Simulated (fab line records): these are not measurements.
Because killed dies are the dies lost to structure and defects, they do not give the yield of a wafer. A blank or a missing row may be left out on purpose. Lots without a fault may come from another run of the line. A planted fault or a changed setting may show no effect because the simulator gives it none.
fab line records	flow sky130
record: lots: 5	wafers: 15	last_day: 50
route steps=708 shown SD_P@327 RES_XHIGH@332 SD_N@342 SALICIDE@361 PAD_OPEN@708
lots with no fault: from the same line, run without faults
start_h: the number of hours between the record's first day and the start of the first shown wafer of the lot	wait_h: hours since the lot's step before	" repeats the value in the row above	L1.1+2: a row that stands for several wafers	- no value present, or no start provided	* or withheld: withheld	< > ~ a bound
route shown NAME@n: names a module that has steps shown in the file, with the first one's number in the route	usual: mean/standard deviation taken from wafers without a fault	same: alike in all rows	chamber/n: place in a boat	sites: per-site readings	_std_site: their standard deviation	_edge_site: outer sites' mean less inner sites'	radius_mm: how far each site lies from the wafer's centre	mask NAME#n: copy n	behind: the most recent tool/chamber to have shaped the wafer	hold: reason for holding the lot/hours on hold/outcome of the hold	device: which transistor (n, p or np) failed to switch	end of line: the route-end tests of the same wafers	step lacking rows: just its recipe	killed: not the wafer's yield, but the dies lost to structure and defects at the first sort	map: per-die view of a wafer (x killed, . not killed, _ where there is no die)
set.NAME: the run value of the setting; set.NAME@STEP: its run value at that earlier step	model.NAME: the simulator's own value behind a step, which no gauge read
a table for each step, a row for each wafer; lots at some steps of the route
services: a tool's chamber out of use, with start hour (start_h, from the record's first day; less than 0 if before it), hours out, and reason
== steps ==
step: SKY_SD_P_CD_MEAS_07
recipe: target_cd_nm: 380
usual: cd_nm: 380.4/2.7
lot.wafer	tool	chamber	start_h	wait_h	cd_nm
L736.1	cd_sem-01	-	619.85	0.1	378.0
L736.5	"	-	"	"	376.2
L736.6	"	-	"	"	377.4
L737.2	cd_sem-01	-	626.94	0.1	378.5
L737.3	"	-	"	"	379.6
L737.4	"	-	"	"	379.3
L738.1	cd_sem-01	-	637.87	0.1	381.8
L738.5	"	-	"	"	378.3
L738.6	"	-	"	"	378.3
L750.1	cd_sem-02	-	728.76	0.1	380.1
L750.3	"	-	"	"	380.6
L750.5	"	-	"	"	380.6
L756.1	cd_sem-01	-	771.61	0.1	383.1
L756.5	"	-	"	"	384.0
L756.6	"	-	"	"	383.5
step: SKY_SD_P_OVL_MEAS_08
usual: SD_P_OVL: 0.2/1.5
lot.wafer	tool	chamber	start_h	wait_h	SD_P_OVL[nm]
L736.1	overlay-02	-	619.97	0.1	-0.7
L736.5	"	-	"	"	0.5
L736.6	"	-	"	"	-0.5
L737.2	overlay-01	-	627.05	0.1	-1.8
L737.3	"	-	"	"	-0.9
L737.4	"	-	"	"	-1.0
L738.1	overlay-01	-	637.99	0.1	-1.3
L738.5	"	-	"	"	1.0
L738.6	"	-	"	"	1.8
L750.1	overlay-01	-	728.88	0.1	-0.5
L750.3	"	-	"	"	0.7
L750.5	"	-	"	"	-1.3
L756.1	overlay-01	-	771.73	0.1	-1.6
L756.5	"	-	"	"	-2.3
L756.6	"	-	"	"	-2.0
step: SKY_SD_P_IMPLANT_09
recipe: species: BF2	energy_kev: 20	dose_cm2: 3e+15	tilt_deg: 0
step: SKY_SD_P_STRIP_10
recipe: chemistry: O2/N2	power_w: 1400	pressure_mtorr: 1500	platen_temp_c: withheld	o2_flow_sccm: 3000	n2_flow_sccm: 300	overash_fraction: 0.5
usual: drypump_motor_current_A: 6.0/0.47	oes_product_au: 0.617/0.0042	strip_time_to_endpoint_s: 17.51/0.039
lot.wafer	tool	chamber	start_h	wait_h	drypump_motor_current_A	oes_product_au	rf_hours_counter_h	strip_time_to_endpoint_s
L736.1	plasma_asher-04	0	620.16	0.1	6.3	0.615	92	17.50
L736.5	"	1	"	"	5.2	0.623	-	17.48
L736.6	"	0	"	"	6.3	0.617	-	17.54
L737.2	plasma_asher-03	0	627.23	0.1	6.3	0.618	80	17.54
L737.3	"	0	"	"	6.3	0.615	-	17.46
L737.4	"	1	"	"	6.5	0.614	-	17.51
L738.1	plasma_asher-04	0	638.18	0.1	6.3	0.621	94	17.50
L738.5	"	0	"	"	6.3	0.617	-	17.55
L738.6	"	1	"	"	5.2	0.610	-	17.50
L750.1	plasma_asher-04	0	729.07	0.1	6.3	0.620	99	17.56
L750.3	"	1	"	"	5.2	0.614	-	17.58
L750.5	"	0	"	"	6.3	0.610	-	17.56
L756.1	plasma_asher-04	1	771.91	0.1	5.2	0.621	2	17.51
L756.5	"	1	"	"	5.2	0.623	-	17.48
L756.6	"	0	"	"	6.3	0.615	-	17.54
step: SKY_SD_P_TW_MEAS_11
usual: SD_P_TW: 2832/43
lot.wafer	tool	chamber	start_h	wait_h	SD_P_TW
L736.1	film_metro-04	-	620.26	0.1	2890
L736.5	"	-	"	"	2877
L736.6	"	-	"	"	2899
L737.2	film_metro-04	-	627.34	0.1	2870
L737.3	"	-	"	"	2858
L737.4	"	-	"	"	2864
L738.1	film_metro-01	-	638.28	0.1	2766
L738.5	"	-	"	"	2771
L738.6	"	-	"	"	2765
L750.1	film_metro-04	-	729.17	0.1	2897
L750.3	"	-	"	"	2901
L750.5	"	-	"	"	2870
L756.1	film_metro-01	-	772.01	0.1	2777
L756.5	"	-	"	"	2770
L756.6	"	-	"	"	2769
step: SKY_RES_XHIGH_DEHYDRATE_00
recipe: temp_c: 200	time_s: 60
step: SKY_RES_XHIGH_HMDS_01
recipe: prime_time_s: 60	prime_temp_c: 120
step: SKY_RES_XHIGH_COAT_02
recipe: resist: NOVOLAK	spin_rpm: 3000	resist_thk_nm: 1140
step: SKY_RES_XHIGH_SOFTBAKE_03
recipe: temp_c: 90	time_s: 60	resist: NOVOLAK
step: SKY_RES_XHIGH_EXPOSE_04
recipe: mask_id: URPM	na: 0.6	source_shape: conventional	sigma_outer: 0.6	polarization: unpolarized	target_cd_nm: 1270	dose_mj: 140
step: SKY_RES_XHIGH_PEB_05
recipe: temp_c: withheld	time_s: *	resist: NOVOLAK
step: SKY_RES_XHIGH_DEVELOP_06
recipe: resist: NOVOLAK	developer: TMAH	develop_time_s: 60	dev_temp_c: 23
step: SKY_RES_XHIGH_IMPLANT_07
recipe: species: BF2	energy_kev: 20	dose_cm2: 3.6e+14	tilt_deg: 0
usual: faraday_current_uA: 505/45
lot.wafer	tool	chamber	start_h	wait_h	faraday_current_uA
L736.1	implanter-01	0	649.06	0.1	452
L736.5	"	0	"	"	451
L736.6	"	0	"	"	464
L737.2	implanter-04	0	656.17	0.1	524
L737.3	"	0	"	"	523
L737.4	"	0	"	"	538
L738.1	implanter-01	0	667.06	0.1	436
L738.5	"	0	"	"	478
L738.6	"	0	"	"	477
L750.1	implanter-04	0	756.19	0.1	630
L750.3	"	0	"	"	535
L750.5	"	0	"	"	622
L756.1	implanter-03	0	798.21	0.1	570
L756.5	"	0	"	"	574
L756.6	"	0	"	"	560
step: SKY_RES_XHIGH_STRIP_08
recipe: chemistry: O2/N2	power_w: 1400	pressure_mtorr: 1500	platen_temp_c: withheld	o2_flow_sccm: 3000	n2_flow_sccm: 300	overash_fraction: 0.5
usual: drypump_motor_current_A: 5.9/0.45	oes_product_au: 0.711/0.0046	strip_time_to_endpoint_s: 14.28/0.038
lot.wafer	tool	chamber	start_h	wait_h	drypump_motor_current_A	oes_product_au	rf_hours_counter_h	strip_time_to_endpoint_s
L736.1	plasma_asher-03	0	649.21	0.1	6.3	0.715	82	14.34
L736.5	"	1	"	"	6.5	0.714	-	14.32
L736.6	"	0	"	"	6.3	0.710	-	14.34
L737.2	plasma_asher-02	0	656.29	0.1	5.7	0.714	22	14.33
L737.3	"	1	"	"	6.1	0.704	-	14.32
L737.4	"	0	"	"	5.7	0.709	-	14.30
L738.1	plasma_asher-01	0	667.21	0.1	5.2	0.705	54	14.32
L738.5	"	1	"	"	5.6	0.709	-	14.28
L738.6	"	0	"	"	5.2	0.716	-	14.27
L750.1	plasma_asher-03	0	756.34	0.1	6.3	0.716	94	14.17
L750.3	"	1	"	"	6.5	0.714	-	14.24
L750.5	"	0	"	"	6.3	0.721	-	14.21
L756.1	plasma_asher-02	1	798.36	0.1	6.1	0.705	37	14.28
L756.5	"	0	"	"	5.7	0.713	-	14.29
L756.6	"	1	"	"	6.1	0.711	-	14.33
step: SKY_RES_XHIGH_TW_MEAS_09
usual: RES_XHIGH_TW: 1635/28
lot.wafer	tool	chamber	start_h	wait_h	RES_XHIGH_TW
L736.1	film_metro-02	-	649.31	0.1	1639
L736.5	"	-	"	"	1642
L736.6	"	-	"	"	1643
L737.2	film_metro-01	-	656.40	0.1	1614
L737.3	"	-	"	"	1622
L737.4	"	-	"	"	1609
L738.1	film_metro-01	-	667.31	0.1	1608
L738.5	"	-	"	"	1606
L738.6	"	-	"	"	1613
L750.1	film_metro-04	-	756.44	0.1	1585
L750.3	"	-	"	"	1674
L750.5	"	-	"	"	1600
L756.1	film_metro-04	-	798.46	0.1	1682
L756.5	"	-	"	"	1661
L756.6	"	-	"	"	1684
step: SKY_SD_N_DEHYDRATE_00
recipe: temp_c: 200	time_s: 60
step: SKY_SD_N_HMDS_01
recipe: prime_time_s: 60	prime_temp_c: 120
step: SKY_SD_N_COAT_02
recipe: resist: NOVOLAK	spin_rpm: 3000	resist_thk_nm: 1140
step: SKY_SD_N_SOFTBAKE_03
recipe: temp_c: 90	time_s: 60	resist: NOVOLAK
step: SKY_SD_N_EXPOSE_04
recipe: mask_id: NSDM	na: 0.6	source_shape: conventional	sigma_outer: 0.6	polarization: unpolarized	target_cd_nm: 380	dose_mj: 141
step: SKY_SD_N_PEB_05
recipe: temp_c: withheld	time_s: *	resist: NOVOLAK
step: SKY_SD_N_DEVELOP_06
recipe: resist: NOVOLAK	developer: TMAH	develop_time_s: 60	dev_temp_c: 23
step: SKY_SD_N_CD_MEAS_07
recipe: target_cd_nm: 380
usual: cd_nm: 379.8/2.4
lot.wafer	tool	chamber	start_h	wait_h	cd_nm
L736.1	cd_sem-02	-	677.84	0.1	383.8
L736.5	"	-	"	"	384.2
L736.6	"	-	"	"	383.9
L737.2	cd_sem-02	-	684.14	0.1	380.2
L737.3	"	-	"	"	382.0
L737.4	"	-	"	"	381.8
L738.1	cd_sem-02	-	695.62	0.1	377.2
L738.5	"	-	"	"	378.1
L738.6	"	-	"	"	376.8
L750.1	cd_sem-01	-	782.76	0.1	381.7
L750.3	"	-	"	"	380.5
L750.5	"	-	"	"	382.8
L756.1	cd_sem-01	-	824.46	0.1	380.3
L756.5	"	-	"	"	377.8
L756.6	"	-	"	"	382.8
step: SKY_SD_N_OVL_MEAS_08
usual: SD_N_OVL: 0.5/1.4
lot.wafer	tool	chamber	start_h	wait_h	SD_N_OVL[nm]
L736.1	overlay-02	-	677.96	0.1	1.6
L736.5	"	-	"	"	0.2
L736.6	"	-	"	"	1.9
L737.2	overlay-01	-	684.25	0.1	-2.0
L737.3	"	-	"	"	0.0
L737.4	"	-	"	"	-0.9
L738.1	overlay-01	-	695.74	0.1	0.8
L738.5	"	-	"	"	-0.6
L738.6	"	-	"	"	-0.4
L750.1	overlay-02	-	782.88	0.1	-1.1
L750.3	"	-	"	"	0.3
L750.5	"	-	"	"	0.9
L756.1	overlay-02	-	824.58	0.1	2.6
L756.5	"	-	"	"	3.5
L756.6	"	-	"	"	0.9
step: SKY_SD_N_IMPLANT_09
recipe: species: As	energy_kev: 50	dose_cm2: 4e+15	tilt_deg: 0
step: SKY_SD_N_IMPLANT_10
recipe: species: P	energy_kev: 20	dose_cm2: 1e+14	tilt_deg: 0
step: SKY_SD_N_STRIP_11
recipe: chemistry: O2/N2	power_w: 1400	pressure_mtorr: 1500	platen_temp_c: withheld	o2_flow_sccm: 3000	n2_flow_sccm: 300	overash_fraction: 0.5
usual: drypump_motor_current_A: 5.9/0.53	oes_product_au: 0.528/0.0046	strip_time_to_endpoint_s: 22.57/0.046
lot.wafer	tool	chamber	start_h	wait_h	drypump_motor_current_A	oes_product_au	rf_hours_counter_h	strip_time_to_endpoint_s
L736.1	plasma_asher-03	1	678.30	0.1	6.5	0.523	85	22.57
L736.5	"	0	"	"	6.3	0.527	-	22.57
L736.6	"	1	"	"	6.5	0.532	-	22.53
L737.2	plasma_asher-01	0	684.58	0.1	5.2	0.527	55	22.55
L737.3	"	1	"	"	5.7	0.533	-	22.53
L737.4	"	0	"	"	5.2	0.524	-	22.56
L738.1	plasma_asher-01	1	696.08	0.1	5.7	0.532	57	22.58
L738.5	"	0	"	"	5.1	0.538	-	22.58
L738.6	"	1	"	"	5.7	0.520	-	22.58
L750.1	plasma_asher-01	1	783.22	0.1	5.7	0.529	66	22.60
L750.3	"	0	"	"	5.2	0.529	-	22.61
L750.5	"	0	"	"	5.2	0.535	-	22.62
L756.1	plasma_asher-03	0	824.92	0.1	6.3	0.530	101	22.50
L756.5	"	0	"	"	6.3	0.528	-	22.51
L756.6	"	1	"	"	6.5	0.523	-	22.52
step: SKY_SD_N_TW_MEAS_12
usual: SD_N_TW: 4011/68
lot.wafer	tool	chamber	start_h	wait_h	SD_N_TW
L736.1	film_metro-01	-	678.40	0.1	3945
L736.5	"	-	"	"	3909
L736.6	"	-	"	"	3959
L737.2	film_metro-04	-	684.69	0.1	4043
L737.3	"	-	"	"	4066
L737.4	"	-	"	"	4038
L738.1	film_metro-01	-	696.18	0.1	3920
L738.5	"	-	"	"	3902
L738.6	"	-	"	"	3888
L750.1	film_metro-04	-	783.32	0.1	4046
L750.3	"	-	"	"	4041
L750.5	"	-	"	"	4034
L756.1	film_metro-04	-	825.02	0.1	4061
L756.5	"	-	"	"	4041
L756.6	"	-	"	"	4065
step: SKY_SD_N_CLEAN_13
recipe: chemistry: SC1/SC2	mix: 1:4:20	temp_c: 70	time_s: 150	dry: n2_spin
step: SKY_SD_N_RTA_14
recipe: temp_c: 1075	time_s: 2	idle_temp_c: 650	ramp_up_c_per_s: 150	ramp_down_c_per_s: 90	ambient: N2
usual: lamp_power_pct: 15.74/0.048	ramp_up_c_per_s: 150.00/0.028	wafer_temp_C_max: 1078.1/1.4
same: time_s: 2
lot.wafer	tool	chamber	start_h	wait_h	lamp_power_pct	ramp_up_c_per_s	wafer_temp_C_max
L736.1	rtp_anneal-01	0	678.51	0.0	15.74	150.03	1080.3
L736.5	"	0	"	"	15.76	149.99	1078.1
L736.6	"	0	"	"	15.71	150.05	1079.9
L737.2	rtp_anneal-01	0	684.80	0.0	15.81	149.98	1078.5
L737.3	"	0	"	"	15.74	150.03	1076.1
L737.4	"	0	"	"	15.75	149.97	1079.1
L738.1	rtp_anneal-02	0	696.29	0.0	15.72	150.03	1076.4
L738.5	"	0	"	"	15.82	149.95	1077.1
L738.6	"	0	"	"	15.71	150.02	1077.1
L750.1	rtp_anneal-01	0	783.43	0.0	15.70	149.97	1076.7
L750.3	"	0	"	"	15.67	150.00	1076.8
L750.5	"	0	"	"	15.75	150.01	1077.0
L756.1	rtp_anneal-01	0	825.13	0.0	15.76	149.95	1078.9
L756.5	"	0	"	"	15.78	150.04	1078.1
L756.6	"	0	"	"	15.75	149.98	1078.0
step: SKY_SD_N_RS_MEAS_16
recipe: thk_meas_gauge: four-point-probe
usual: SD_N_RS: 68.56/0.12
lot.wafer	tool	chamber	start_h	wait_h	SD_N_RS[ohm/sq]
L736.1	film_metro-02	-	678.68	0.1	68.46
L736.5	"	-	"	"	68.61
L736.6	"	-	"	"	68.58
L737.2	film_metro-04	-	684.98	0.1	68.41
L737.3	"	-	"	"	68.34
L737.4	"	-	"	"	68.37
L738.1	film_metro-04	-	696.47	0.1	68.40
L738.5	"	-	"	"	68.40
L738.6	"	-	"	"	68.52
L750.1	film_metro-02	-	783.65	0.1	68.49
L750.3	"	-	"	"	68.51
L750.5	"	-	"	"	68.54
L756.1	film_metro-04	-	825.30	0.1	68.47
L756.5	"	-	"	"	68.66
L756.6	"	-	"	"	68.44
step: SKY_SD_N_RS_MEAS_17
recipe: thk_meas_gauge: four-point-probe
usual: SD_P_RS: 147.1/0.34
lot.wafer	tool	chamber	start_h	wait_h	SD_P_RS[ohm/sq]
L736.1	film_metro-02	-	678.80	0.1	147.4
L736.5	"	-	"	"	147.4
L736.6	"	-	"	"	146.9
L737.2	film_metro-04	-	685.10	0.1	146.5
L737.3	"	-	"	"	146.4
L737.4	"	-	"	"	146.3
L738.1	film_metro-04	-	696.59	0.1	147.0
L738.5	"	-	"	"	146.7
L738.6	"	-	"	"	146.8
L750.1	film_metro-02	-	783.77	0.1	146.9
L750.3	"	-	"	"	147.1
L750.5	"	-	"	"	147.3
L756.1	film_metro-04	-	825.42	0.1	147.0
L756.5	"	-	"	"	147.5
L756.6	"	-	"	"	147.1
step: SKY_SD_N_RS_MEAS_18
recipe: thk_meas_gauge: four-point-probe
usual: RES_XHIGH_RS: 333.2/1.1
lot.wafer	tool	chamber	start_h	wait_h	RES_XHIGH_RS[ohm/sq]
L736.1	film_metro-02	-	678.92	0.1	332.9
L736.5	"	-	"	"	333.9
L736.6	"	-	"	"	332.9
L737.2	film_metro-04	-	685.22	0.1	332.2
L737.3	"	-	"	"	333.2
L737.4	"	-	"	"	332.4
L738.1	film_metro-04	-	696.71	0.1	332.9
L738.5	"	-	"	"	332.2
L738.6	"	-	"	"	330.4
L750.1	film_metro-02	-	783.89	0.1	378.7
L750.3	"	-	"	"	331.8
L750.5	"	-	"	"	377.3
L756.1	film_metro-04	-	825.54	0.1	332.4
L756.5	"	-	"	"	333.4
L756.6	"	-	"	"	332.7
step: SKY_SALICIDE_CLEAN_00
recipe: chemistry: HF-last	time_s: 30	dilution: 100:1	dry: ipa_marangoni
step: SKY_PAD_OPEN_PROBE_99
usual: killed_at_M0_to_M3: 43/6.7	killed_at_M4_up: 3.2/2.1	killed_at_contacts: 25/5.9	killed_at_front_end: 16/4.7	killed_at_other: 0.3/0.54	killed_dies: 87/9.8	killed_open: 47/6.7	killed_short: 40/6.5
same: gross_dies: 492	killed_at_back_side: 0
lot.wafer	tool	chamber	start_h	wait_h	killed_at_M0_to_M3	killed_at_M4_up	killed_at_contacts	killed_at_front_end	killed_at_other	killed_dies	killed_open	killed_short	model.etest.res_xhigh_po.line_ohm_um	model.etest.res_xhigh_po.rs_ohm_sq
L736.1	prober-02	-	1101.51	0.1	36	0	23	12	0	71	44	27	5630	1962
L736.5	prober-02	-	1101.71	0.2	33	7	32	13	0	85	44	41	5643	1967
L736.6	prober-02	-	1101.76	0.2	44	5	15	23	0	87	46	41	5879	2040
L737.2	prober-02	-	1108.60	0.1	37	1	31	13	0	82	47	35	5885	2057
L737.3	prober-02	-	1108.65	0.2	41	4	35	15	0	95	47	48	5669	2020
L737.4	prober-02	-	1108.70	0.2	40	4	31	16	1	92	46	46	5765	1998
L738.1	prober-01	-	1114.51	0.1	42	4	20	16	0	82	47	35	6065	2081
L738.5	prober-01	-	1114.71	0.2	36	3	26	20	0	85	45	40	6209	2168
L738.6	prober-01	-	1114.76	0.2	41	4	33	16	2	96	48	48	5892	2040
L750.1	prober-01	-	1175.65	0.1	48	3	26	19	1	97	52	45	7559	2632
L750.3	prober-01	-	1175.75	0.2	35	2	21	17	0	75	47	28	5746	2041
L750.5	prober-01	-	1175.85	0.2	43	4	35	19	0	101	61	40	8053	2796
L756.1	prober-01	-	1201.83	0.1	50	3	24	16	0	93	55	37	5532	1947
L756.5	prober-01	-	1202.03	0.2	42	1	29	18	0	90	52	38	5697	1958
L756.6	prober-01	-	1202.08	0.2	42	1	17	12	0	72	44	28	5564	1946
killed by level:class
L736.1 CONTACT:geometric_particle:open=13 VIA1:geometric_particle:open=10 METAL2:geometric_particle:short=5 VIA3:geometric_particle:open=5 VIA2:geometric_particle:short=4 VIA2:geometric_particle:open=4 LI_CONTACT:geometric_particle:short=3 LI_CONTACT:geometric_particle:open=3
L736.5 LI_CONTACT:geometric_particle:open=10 VIA1:geometric_particle:open=9 CONTACT:geometric_particle:open=7 CONTACT:geometric_particle:short=6 POLY_GATE:geometric_particle:short=5 METAL4:geometric_particle:short=5 LOCAL_INTERCONNECT:geometric_particle:short=5 VIA2:geometric_particle:open=5
L736.6 VIA1:geometric_particle:open=10 VIA2:geometric_particle:open=7 VIA3:geometric_particle:open=7 CONTACT:geometric_particle:open=6 FIELD_ISO:geometric_particle:open=5 POLY_GATE:geometric_particle:short=5 LOCAL_INTERCONNECT:geometric_particle:short=5 VIA1:geometric_particle:short=5
L737.2 CONTACT:geometric_particle:open=10 LI_CONTACT:geometric_particle:open=8 VIA1:geometric_particle:open=8 METAL1:geometric_particle:short=7 CONTACT:geometric_particle:short=6 VIA2:geometric_particle:open=5 POLY_GATE:geometric_particle:open=4 LI_CONTACT:geometric_particle:short=4
L737.3 VIA1:geometric_particle:open=11 LI_CONTACT:geometric_particle:open=10 LI_CONTACT:geometric_particle:short=7 LOCAL_INTERCONNECT:geometric_particle:short=7 VIA2:geometric_particle:open=7 FIELD_ISO:geometric_particle:short=5 CONTACT:geometric_particle:short=5 METAL2:geometric_particle:short=5
L737.4 CONTACT:geometric_particle:open=14 METAL1:geometric_particle:short=10 VIA1:geometric_particle:open=7 LOCAL_INTERCONNECT:geometric_particle:short=6 POLY_GATE:geometric_particle:short=5 LI_CONTACT:geometric_particle:open=5 VIA3:geometric_particle:open=5 VIA2:geometric_particle:short=5
L738.1 VIA1:geometric_particle:open=12 CONTACT:geometric_particle:open=8 LI_CONTACT:geometric_particle:open=6 METAL2:geometric_particle:short=6 POLY_GATE:geometric_particle:open=5 VIA2:geometric_particle:open=5 POLY_GATE:geometric_particle:short=4 VIA3:geometric_particle:open=4
L738.5 VIA1:geometric_particle:open=10 LI_CONTACT:geometric_particle:open=7 CONTACT:geometric_particle:short=7 POLY_GATE:geometric_particle:open=6 VIA1:geometric_particle:short=5 LOCAL_INTERCONNECT:geometric_particle:short=4 CONTACT:geometric_particle:open=4 VIA2:geometric_particle:open=4
L738.6 VIA1:geometric_particle:open=14 CONTACT:geometric_particle:open=12 LI_CONTACT:geometric_particle:open=8 LI_CONTACT:geometric_particle:short=6 VIA1:geometric_particle:short=6 FIELD_ISO:geometric_particle:short=5 POLY_GATE:geometric_particle:short=5 METAL1:geometric_particle:short=5
L750.1 VIA1:geometric_particle:open=12 CONTACT:geometric_particle:open=11 METAL1:geometric_particle:short=11 POLY_GATE:geometric_particle:short=9 LI_CONTACT:geometric_particle:open=7 VIA3:geometric_particle:open=7 FIELD_ISO:geometric_particle:open=5 CONTACT:geometric_particle:short=5
L750.3 CONTACT:geometric_particle:open=11 VIA1:geometric_particle:open=8 VIA2:geometric_particle:open=7 VIA3:geometric_particle:open=7 POLY_GATE:geometric_particle:short=6 FIELD_ISO:geometric_particle:open=4 CONTACT:geometric_particle:short=3 VIA1:geometric_particle:short=3
L750.5 CONTACT:geometric_particle:open=18 VIA1:geometric_particle:open=14 LI_CONTACT:geometric_particle:open=9 POLY_GATE:geometric_particle:short=7 CONTACT:geometric_particle:short=5 VIA2:geometric_particle:open=5 VIA1:geometric_particle:short=5 POLY_GATE:geometric_particle:open=4
L756.1 VIA1:geometric_particle:open=17 CONTACT:geometric_particle:open=9 FIELD_ISO:geometric_particle:short=7 VIA2:geometric_particle:open=7 LI_CONTACT:geometric_particle:open=6 VIA3:geometric_particle:open=6 VIA1:geometric_particle:short=5 METAL2:geometric_particle:short=5
L756.5 CONTACT:geometric_particle:open=10 POLY_GATE:geometric_particle:open=9 VIA1:geometric_particle:open=9 LI_CONTACT:geometric_particle:open=7 METAL1:geometric_particle:short=7 LOCAL_INTERCONNECT:geometric_particle:short=6 METAL2:geometric_particle:short=6 VIA2:geometric_particle:open=5
L756.6 VIA1:geometric_particle:open=11 LI_CONTACT:geometric_particle:open=8 VIA3:geometric_particle:open=8 CONTACT:geometric_particle:open=5 VIA1:geometric_particle:short=5 POLY_GATE:geometric_particle:short=4 VIA2:geometric_particle:open=3 METAL2:geometric_particle:open=3
== services ==
tool	chamber	start_h	hours	kind
implanter-01	-	607.07	4.1	repair
plasma_asher-01	-	622.72	1.8	repair
implanter-01	-	656.12	3.2	pm
implanter-04	-	656.32	5.9	repair
plasma_asher-04	-	659.00	1.8	repair
implanter-03	-	667.64	1.9	repair
plasma_asher-04	-	683.71	37.8	repair
rtp_anneal-02	-	705.37	5.2	pm
plasma_asher-04	-	733.75	9.0	pm
plasma_asher-04	0	733.75	9.0	vent_cycle
plasma_asher-04	1	733.75	9.0	vent_cycle
implanter-03	-	742.03	45.8	repair
plasma_asher-04	0	742.75	-	clean
plasma_asher-04	1	742.75	-	clean
plasma_asher-01	-	755.24	1.5	repair
plasma_asher-03	-	766.98	2.8	pm
plasma_asher-04	-	767.32	0.8	repair
plasma_asher-04	-	777.62	2.9	repair
implanter-03	-	809.33	52.0	pm
implanter-04	-	809.78	3.0	pm
plasma_asher-01	-	818.45	2.8	pm
plasma_asher-04	-	818.71	15.6	pm
== key ==
first_sign: step: SKY_RES_XHIGH_IMPLANT_07	reading: faraday_current_uA	direction: up	sigmas: 2.7	usual: 505	struck: 626
effect: step: SKY_SD_N_RS_MEAS_18	reading: RES_XHIGH_RS	direction: up	sigmas: 42	usual: 333.2	struck: 378.0
model_effect: step: SKY_PAD_OPEN_PROBE_99	value: etest.res_xhigh_po.line_ohm_um	without: 5584	struck: 7806
met_at SKY_RES_XHIGH_IMPLANT_07
struck_wafers L750.1,L750.5
tester_left_out L750
onset_between 656.17 756.19
fault: kind: process_parameter_drift	tool: implanter-04	chamber: -	onset_h: 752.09	steps: SKY_RES_XHIGH_IMPLANT_07	channel: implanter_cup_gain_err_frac	offset: 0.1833	shape: step	end_h: 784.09	scope: struck_wafers_only
tester_left_out: of these lots the tester's yield and bins aren't shown, on N5 and GAA mostly nor the transistor test; their killed dies are dies lost to structure and defects alone, not to doping, threshold or leakage, so they don't give the yield
